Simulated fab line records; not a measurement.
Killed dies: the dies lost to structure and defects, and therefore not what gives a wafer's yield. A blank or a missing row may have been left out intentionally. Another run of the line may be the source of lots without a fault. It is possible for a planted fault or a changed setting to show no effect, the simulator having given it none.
Check for tools in common :: flow sky130 :: Sample size 13 lots and 39 wafers

REASON IT WAS OPENED
SKY_SONOS_TUNNEL_TW_MEAS_12, reading SONOS_TUNNEL_TW: flagged on 2 of 13 lots. Wafers without a fault read 196.9, standard deviation 1.2.
Rule: a lot is flagged when every wafer of it that has a number lies more than 4 standard deviations from that mean, or none has a number. All remaining lots are regarded as sound.

lot: L623
measured: day 11 15:46
on: film-metro-01
SONOS_TUNNEL_TW, wafer by wafer: 199.2 200.1 200.7
flag: 

lot: L624
measured: day 12 02:29
on: film-metro-01
SONOS_TUNNEL_TW, wafer by wafer: 198.6 197.4 198.7
flag: 

lot: L628
measured: day 13 03:59
on: film-metro-04
SONOS_TUNNEL_TW, wafer by wafer: 197.6 196.9 196.4
flag: 

lot: L631
measured: day 14 06:33
on: film-metro-01
SONOS_TUNNEL_TW, wafer by wafer: 198.0 197.7 197.5
flag: 

lot: L633
measured: day 14 19:31
on: film-metro-04
SONOS_TUNNEL_TW, wafer by wafer: 226.8 225.5 226.4
flag: FLAGGED

lot: L634
measured: day 15 05:22
on: film-metro-04
SONOS_TUNNEL_TW, wafer by wafer: 226.1 225.6 225.2
flag: FLAGGED

lot: L635
measured: day 15 08:26
on: film-metro-04
SONOS_TUNNEL_TW, wafer by wafer: 195.8 196.3 196.0
flag: 

lot: L637
measured: day 16 05:13
on: film-metro-02
SONOS_TUNNEL_TW, wafer by wafer: 196.6 196.5 197.1
flag: 

lot: L640
measured: day 17 01:07
on: film-metro-02
SONOS_TUNNEL_TW, wafer by wafer: 196.0 195.6 196.8
flag: 

lot: L641
measured: day 17 04:09
on: film-metro-02
SONOS_TUNNEL_TW, wafer by wafer: 196.2 196.1 196.3
flag: 

lot: L643
measured: day 18 03:11
on: film-metro-01
SONOS_TUNNEL_TW, wafer by wafer: 195.6 195.8 196.1
flag: 

lot: L645
measured: day 18 18:49
on: film-metro-04
SONOS_TUNNEL_TW, wafer by wafer: 194.8 195.8 196.0
flag: 

lot: L646
measured: day 19 00:20
on: film-metro-04
SONOS_TUNNEL_TW, wafer by wafer: 197.0 196.3 198.6
flag: 
The mean of the flagged lots' numbers is 225.9, +29.0 from the usual (+24 standard deviations).

TOOL THAT RAN EACH LOT
The record keeps 1 process step preceding the reading, out of 708 steps on the route. In each cell: the tool, then ch and the chambers that the sampled wafers went through, then the start.
lot: L623
flag: 
SKY_SONOS_TUNNEL_IMPLANT_09: implanter-01 ch 0, day 11 15:21

lot: L624
flag: 
SKY_SONOS_TUNNEL_IMPLANT_09: implanter-04 ch 0, day 12 02:06

lot: L628
flag: 
SKY_SONOS_TUNNEL_IMPLANT_09: implanter-01 ch 0, day 13 03:34

lot: L631
flag: 
SKY_SONOS_TUNNEL_IMPLANT_09: implanter-01 ch 0, day 14 06:08

lot: L633
flag: FLAGGED
SKY_SONOS_TUNNEL_IMPLANT_09: implanter-01 ch 0, day 14 19:05

lot: L634
flag: FLAGGED
SKY_SONOS_TUNNEL_IMPLANT_09: implanter-01 ch 0, day 15 04:58

lot: L635
flag: 
SKY_SONOS_TUNNEL_IMPLANT_09: implanter-02 ch 0, day 15 08:01

lot: L637
flag: 
SKY_SONOS_TUNNEL_IMPLANT_09: implanter-02 ch 0, day 16 04:49

lot: L640
flag: 
SKY_SONOS_TUNNEL_IMPLANT_09: implanter-02 ch 0, day 17 00:44

lot: L641
flag: 
SKY_SONOS_TUNNEL_IMPLANT_09: implanter-04 ch 0, day 17 03:44

lot: L643
flag: 
SKY_SONOS_TUNNEL_IMPLANT_09: implanter-02 ch 0, day 18 02:36

lot: L645
flag: 
SKY_SONOS_TUNNEL_IMPLANT_09: implanter-02 ch 0, day 18 18:25

lot: L646
flag: 
SKY_SONOS_TUNNEL_IMPLANT_09: implanter-01 ch 0, day 18 23:55
What the steps here do:
- SKY_SONOS_TUNNEL_IMPLANT_09
- SKY_SONOS_TUNNEL_TW_MEAS_12

FLAGGED AGAINST TOTAL, ONE TOOL AT A TIME (gauges that did the reading follow at the end)
step: SKY_SONOS_TUNNEL_IMPLANT_09
tool: implanter-01
lots run: 6
flagged: 2
share of the flagged lots: all
sound lots run after its first flagged lot: 1 (L646)

step: SKY_SONOS_TUNNEL_IMPLANT_09
tool: implanter-02
lots run: 5
flagged: 0
share of the flagged lots: none
sound lots run after its first flagged lot: -

step: SKY_SONOS_TUNNEL_IMPLANT_09
tool: implanter-04
lots run: 2
flagged: 0
share of the flagged lots: none
sound lots run after its first flagged lot: -

step: SKY_SONOS_TUNNEL_TW_MEAS_12
tool: film-metro-01
lots run: 4
flagged: 0
share of the flagged lots: none
sound lots run after its first flagged lot: -

step: SKY_SONOS_TUNNEL_TW_MEAS_12
tool: film-metro-02
lots run: 3
flagged: 0
share of the flagged lots: none
sound lots run after its first flagged lot: -

step: SKY_SONOS_TUNNEL_TW_MEAS_12
tool: film-metro-04
lots run: 6
flagged: 2
share of the flagged lots: all
sound lots run after its first flagged lot: 3 (L635,L645,L646)

WHAT THE TABLE ALLOWS
2 rows of the table ran every flagged lot: implanter-01 at SKY_SONOS_TUNNEL_IMPLANT_09, film-metro-04 at SKY_SONOS_TUNNEL_TW_MEAS_12.
- implanter-01 at SKY_SONOS_TUNNEL_IMPLANT_09: 2 of its 6 lots flagged. Sound lots followed the first flagged one (L646) on it, something a lasting fault affecting the whole tool could not allow. Its own readings (dose-ions-cm2, faraday-current-uA) fall more than 4 standard deviations out on all wafers of the flagged lots.
- film-metro-04 at SKY_SONOS_TUNNEL_TW_MEAS_12: 2 of its 6 lots flagged. Sound lots followed the first flagged one (L635, L645, L646) on it, something a lasting fault affecting the whole tool could not allow.
Not one row of the table ran every flagged lot while running no sound lot after the first.

WHAT WAS PUT IN BY THE SIMULATOR
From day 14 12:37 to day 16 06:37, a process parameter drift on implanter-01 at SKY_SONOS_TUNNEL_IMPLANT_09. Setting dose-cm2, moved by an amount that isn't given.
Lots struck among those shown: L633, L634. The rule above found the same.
